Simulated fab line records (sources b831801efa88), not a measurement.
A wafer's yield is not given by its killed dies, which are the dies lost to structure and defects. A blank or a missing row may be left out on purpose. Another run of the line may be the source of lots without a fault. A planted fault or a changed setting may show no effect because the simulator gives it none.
The tool behind it: which one?	flow gf180mcu	24 lots with 72 wafers sampled at 6 steps, on a route of 602 steps

WHAT EACH GAUGE READ, for each wafer
GF_M1_RS_MEAS_05: the measuring method here is four-point-probe. Usual: for M1_ALCU_RS the level is 0.0696 ohm/sq and the standard deviation is 0.00084.
lot	measured	on	M1_ALCU_RS (ohm/sq)	flag
L074	day 15 08:13	filmMetro-01	0.0688 0.0690 0.0687	
L075	day 15 13:53	filmMetro-01	0.0692 0.0701 0.0696	
L076	day 16 08:04	filmMetro-02	0.0685 0.0699 0.0689	
L077	day 16 09:59	filmMetro-02	0.0702 0.0705 0.0695	
L078	day 16 16:17	filmMetro-02	0.0697 0.0700 0.0703	
L079	day 17 01:05	filmMetro-02	0.0688 0.0690 0.0701	
L080	day 19 20:29	filmMetro-01	0.0705 0.0707 0.0707	
L081	day 20 00:03	filmMetro-01	0.0684 0.0687 0.0675	
L082	day 20 03:04	filmMetro-02	0.0700 0.0704 0.0699	
L084	day 20 03:58	filmMetro-04	0.0686 0.0690 0.0697	
L083	day 20 07:19	filmMetro-04	0.0689 0.0687 0.0674	
L085	day 20 09:21	filmMetro-02	0.0701 0.0708 0.0708	
L086	day 20 10:49	filmMetro-01	0.0691 0.0702 0.0699	
L087	day 21 00:37	filmMetro-02	0.0687 0.0699 0.0687	
L088	day 21 22:37	filmMetro-01	0.0694 0.0705 0.0707	
L089	day 22 00:34	filmMetro-02	0.0701 0.0705 0.0702	
L090	day 22 07:06	filmMetro-01	0.0688 0.0693 0.0707	
L091	day 22 19:13	filmMetro-02	0.0703 0.0700 0.0709	
L092	day 23 06:11	filmMetro-01	0.0698 0.0699 0.0697	
L094	day 23 21:59	filmMetro-01	0.0687 0.0698 0.0690	
L093	day 23 23:02	filmMetro-04	0.0688 0.0702 0.0689	
L095	day 24 07:02	filmMetro-02	0.0690 0.0699 0.0684	
L097	day 24 19:02	filmMetro-01	0.0695 0.0693 0.0687	
L096	day 24 19:55	filmMetro-01	0.0690 0.0691 0.0689	

GF_M2_RS_MEAS_05: the measuring method here is four-point-probe. Usual: for M2_ALCU_RS the level is 0.0696 ohm/sq and the standard deviation is 0.00065.
lot	measured	on	M2_ALCU_RS (ohm/sq)	flag
L074	day 17 07:31	filmMetro-02	0.0702 0.0692 0.0695	
L075	day 17 12:56	filmMetro-01	0.0693 0.0696 0.0696	
L076	day 18 10:44	filmMetro-03	0.0687 0.0699 0.0686	
L077	day 18 12:25	filmMetro-01	0.0691 0.0694 0.0702	
L078	day 18 18:17	filmMetro-01	0.0696 0.0699 0.0689	
L079	day 19 04:55	filmMetro-01	0.0700 0.0690 0.0695	
L080	day 22 00:09	filmMetro-03	0.0694 0.0697 0.0697	
L081	day 22 04:03	filmMetro-01	0.0710 0.0707 0.0709	
L082	day 22 06:29	filmMetro-02	0.0695 0.0686 0.0693	
L084	day 22 07:28	filmMetro-01	0.0700 0.0705 0.0699	
L083	day 22 10:10	filmMetro-02	0.0700 0.0703 0.0696	
L085	day 22 12:27	filmMetro-01	0.0695 0.0690 0.0689	
L086	day 22 13:51	filmMetro-01	0.0685 0.0685 0.0682	
L087	day 23 02:49	filmMetro-03	0.0694 0.0693 0.0689	
L088	day 23 23:01	filmMetro-03	0.0695 0.0694 0.0700	
L089	day 24 01:50	filmMetro-02	0.0688 0.0692 0.0688	
L090	day 24 07:05	filmMetro-01	0.0691 0.0693 0.0690	
L091	day 24 18:39	filmMetro-01	0.0708 0.0704 0.0706	
L092	day 25 04:35	filmMetro-01	0.0687 0.0695 0.0687	
L094	day 25 19:19	filmMetro-01	0.0698 0.0692 0.0696	
L093	day 25 21:01	filmMetro-03	0.0709 0.0698 0.0710	
L095	day 26 04:28	filmMetro-03	0.0698 0.0703 0.0694	
L097	day 26 15:25	filmMetro-02	0.0695 0.0696 0.0692	
L096	day 26 16:03	filmMetro-01	0.0696 0.0700 0.0693	

GF_V3_BOW_MEAS_05. Usual: for V3_BOW the level is 118 um and the standard deviation is 8.9.
lot	measured	on	V3_BOW (um)	flag
L074	day 20 13:44	filmMetro-04	130 118 129	
L075	day 20 19:11	filmMetro-03	130 108 130	
L076	day 21 16:10	filmMetro-01	103 107 108	
L077	day 21 17:10	filmMetro-03	114 137 130	
L078	day 22 00:13	filmMetro-04	107 110 114	
L079	day 22 10:35	filmMetro-03	108 123 127	
L080	day 24 23:52	filmMetro-03	117 116 110	
L081	day 25 03:14	filmMetro-04	117 130 130	
L082	day 25 04:15	filmMetro-01	118 122 120	
L084	day 25 06:37	filmMetro-01	102 123 117	
L083	day 25 07:47	filmMetro-01	118 113 111	
L085	day 25 10:47	filmMetro-03	117 111 122	
L086	day 25 11:26	filmMetro-01	119 114 123	
L087	day 26 00:10	filmMetro-04	115 121 119	
L088	day 26 18:25	filmMetro-01	111 106 107	
L089	day 26 20:52	filmMetro-01	115 124 127	
L090	day 27 02:06	filmMetro-01	125 132 129	
L091	day 27 11:56	filmMetro-01	122 119 120	
L092	day 27 22:16	filmMetro-04	128 116 132	
L094	day 28 10:59	filmMetro-01	114 118 122	
L093	day 28 11:11	filmMetro-03	124 124 110	
L095	day 28 19:28	filmMetro-01	127 121 127	
L097	day 29 06:14	filmMetro-01	106 101 108	
L096	day 29 06:35	filmMetro-01	118 121 101	

GF_M4_THK_MEAS_06: measures by xrf. Usual: for M4_ALCU_THK the level is 450 nm and the standard deviation is 5.3.
lot	measured	on	M4_ALCU_THK (nm)	flag
L074	day 21 16:00	filmMetro-03	447 445 444	
L075	day 21 20:26	filmMetro-01	443 454 451	
L076	day 22 18:08	filmMetro-01	449 446 450	
L077	day 22 18:56	filmMetro-01	453 452 452	
L078	day 23 01:32	filmMetro-01	456 453 457	
L079	day 23 11:28	filmMetro-01	461 448 461	
L080	day 25 22:41	filmMetro-02	449 458 457	
L081	day 26 01:29	filmMetro-01	441 437 453	
L082	day 26 03:21	filmMetro-02	456 460 461	
L084	day 26 05:11	filmMetro-01	452 454 450	
L083	day 26 06:10	filmMetro-01	445 447 447	
L085	day 26 09:17	filmMetro-01	448 446 445	
L086	day 26 10:14	filmMetro-01	451 446 451	
L087	day 26 22:28	filmMetro-01	445 453 456	
L088	day 27 16:38	filmMetro-03	436 443 443	
L089	day 27 18:35	filmMetro-03	457 452 445	
L090	day 28 00:13	filmMetro-02	451 446 452	
L091	day 28 09:37	filmMetro-03	445 446 453	
L092	day 28 18:59	filmMetro-01	450 457 455	
L094	day 29 07:14	filmMetro-01	449 438 442	
L093	day 29 07:44	filmMetro-03	458 459 451	
L095	day 29 15:22	filmMetro-01	443 446 444	
L097	day 30 01:56	filmMetro-03	454 453 454	
L096	day 30 02:06	filmMetro-01	445 449 451	

GF_TOP_METAL_RS_MEAS_05: the measuring method here is four-point-probe. Usual: for TOP_METAL_ALCU_RS the level is 0.0328 ohm/sq and the standard deviation is 0.00033.
lot	measured	on	TOP_METAL_ALCU_RS (ohm/sq)	flag
L074	day 26 13:25	filmMetro-01	0.0327 0.0328 0.0325	
L075	day 26 15:04	filmMetro-03	0.0329 0.0327 0.0322	
L076	day 27 10:08	filmMetro-03	0.0325 0.0323 0.0324	
L077	day 27 11:20	filmMetro-02	0.0332 0.0334 0.0334	
L078	day 27 17:46	filmMetro-03	0.0330 0.0328 0.0330	
L079	day 28 02:25	filmMetro-01	0.0325 0.0324 0.0321	
L080	day 30 05:53	filmMetro-01	0.0328 0.0332 0.0330	
L081	day 30 09:11	filmMetro-03	0.0329 0.0331 0.0324	
L082	day 30 09:57	filmMetro-03	0.0330 0.0331 0.0329	
L084	day 30 10:26	filmMetro-01	0.0325 0.0330 0.0329	
L083	day 30 12:55	filmMetro-01	0.0329 0.0333 0.0330	
L085	day 30 14:10	filmMetro-03	0.0324 0.0322 0.0324	
L086	day 30 15:44	filmMetro-02	0.0327 0.0323 0.0322	
L087	day 31 01:49	filmMetro-02	0.0325 0.0325 0.0327	
L088	day 31 19:01	filmMetro-02	0.0325 0.0327 0.0324	
L089	day 31 21:04	filmMetro-01	0.0331 0.0332 0.0331	
L090	day 32 01:18	filmMetro-03	0.0330 0.0325 0.0331	
L091	day 32 10:09	filmMetro-01	0.0328 0.0328 0.0328	
L092	day 32 19:18	filmMetro-01	0.0329 0.0329 0.0329	
L094	day 33 05:04	filmMetro-01	0.0327 0.0331 0.0327	
L093	day 33 05:34	filmMetro-03	0.0330 0.0330 0.0330	
L095	day 33 11:16	filmMetro-01	0.0324 0.0325 0.0330	
L097	day 33 22:35	filmMetro-03	0.0329 0.0328 0.0324	
L096	day 33 22:53	filmMetro-01	0.0323 0.0324 0.0327	

WHICH TOOL RAN EACH LOT (tool, then ch and the chambers of the sampled wafers, then the start)
lot	GF_V5_ETCH_17
L074	rieDiel-03 ch 0,2,3, day 26 13:25 or earlier
L075	rieDiel-03 ch 0,2,3, day 26 15:04 or earlier
L076	rieDiel-04 ch 1,3, day 27 10:08 or earlier
L077	rieDiel-02 ch 0,1, day 27 11:20 or earlier
L078	rieDiel-03 ch 0,2, day 27 17:46 or earlier
L079	rieDiel-04 ch 0,2,3, day 28 02:25 or earlier
L080	rieDiel-02 ch 2,3, day 30 05:53 or earlier
L081	rieDiel-04 ch 0,2,3, day 30 09:11 or earlier
L082	rieDiel-03 ch 0,1,2, day 30 09:57 or earlier
L084	rieDiel-04 ch 0,1,2, day 30 10:26 or earlier
L083	rieDiel-02 ch 0,1,3, day 30 12:55 or earlier
L085	rieDiel-04 ch 2,3, day 30 14:10 or earlier
L086	rieDiel-02 ch 1,3, day 30 15:44 or earlier
L087	rieDiel-02 ch 0,2, day 31 01:49 or earlier
L088	rieDiel-04 ch 0,1,2, day 31 19:01 or earlier
L089	rieDiel-02 ch 0,1,3, day 31 21:04 or earlier
L090	rieDiel-02 ch 0,1, day 32 01:18 or earlier
L091	rieDiel-04 ch 1,2, day 32 10:09 or earlier
L092	rieDiel-04 ch 0,2, day 32 19:18 or earlier
L094	rieDiel-03 ch 0,1, day 33 05:04 or earlier
L093	rieDiel-02 ch 0,1,3, day 33 05:34 or earlier
L095	rieDiel-03 ch 1,2,3, day 33 11:16 or earlier
L097	rieDiel-03 ch 0,1,3, day 33 22:35 or earlier
L096	rieDiel-04 ch 1,2, day 33 22:53 or earlier
- GF_V5_ETCH_17: etches SiO2 in C4F8/O2/Ar, stops on TiN, target depth 855 nm.

AS READ BY THE TOOLS THEMSELVES (means over the sampled wafers that have a number; for cases with no such wafer, the mark the record gives instead)
GF_V5_ETCH_17. Usual: chamberPressureMTorr 40.00 mTorr, standard deviation 0.034; oesProductAu 0.859 a.u., standard deviation 0.0048.
lot	tool	chamberPressureMTorr (mTorr)	oesProductAu (a.u.)	flag
L074	rieDiel-03	40.01	0.862	
L075	rieDiel-03	40.05	0.861	
L076	rieDiel-04	40.00	0.857	
L077	rieDiel-02	40.02	0.864	
L078	rieDiel-03	40.01	0.861	
L079	rieDiel-04	39.98	0.859	
L080	rieDiel-02	40.00	0.862	
L081	rieDiel-04	39.99	0.857	
L082	rieDiel-03	39.99	0.862	
L084	rieDiel-04	40.00	0.861	
L083	rieDiel-02	39.99	0.865	
L085	rieDiel-04	39.99	0.855	
L086	rieDiel-02	39.99	0.858	
L087	rieDiel-02	39.99	0.861	
L088	rieDiel-04	39.99	0.863	
L089	rieDiel-02	39.99	0.856	
L090	rieDiel-02	40.01	0.852	
L091	rieDiel-04	39.99	0.862	
L092	rieDiel-04	39.96	0.858	
L094	rieDiel-03	40.00	0.861	
L093	rieDiel-02	40.01	0.859	
L095	rieDiel-03	40.01	0.855	
L097	rieDiel-03	40.01	0.860	
L096	rieDiel-04	39.99	0.865	

THE ANSWER, worked out from the rows above alone
Rule: lot off if the mean of its wafers having a number is beyond 3 standard deviations from the usual mean. A lot without any number at a reading at which 4 lots or more have one is off too. Any other lot the step has rows for is counted as sound. After the gauges, taken in route order, come the tools' own readings; for these a lot's mean is taken, as printed above. The first step at which some lot is off is used, and at that step the reading that is off furthest; a lot without a number counts as furthest.
Nothing can be told from this: no lot is off at any reading shown.

WHAT HAD BEEN PUT IN BY THE SIMULATOR
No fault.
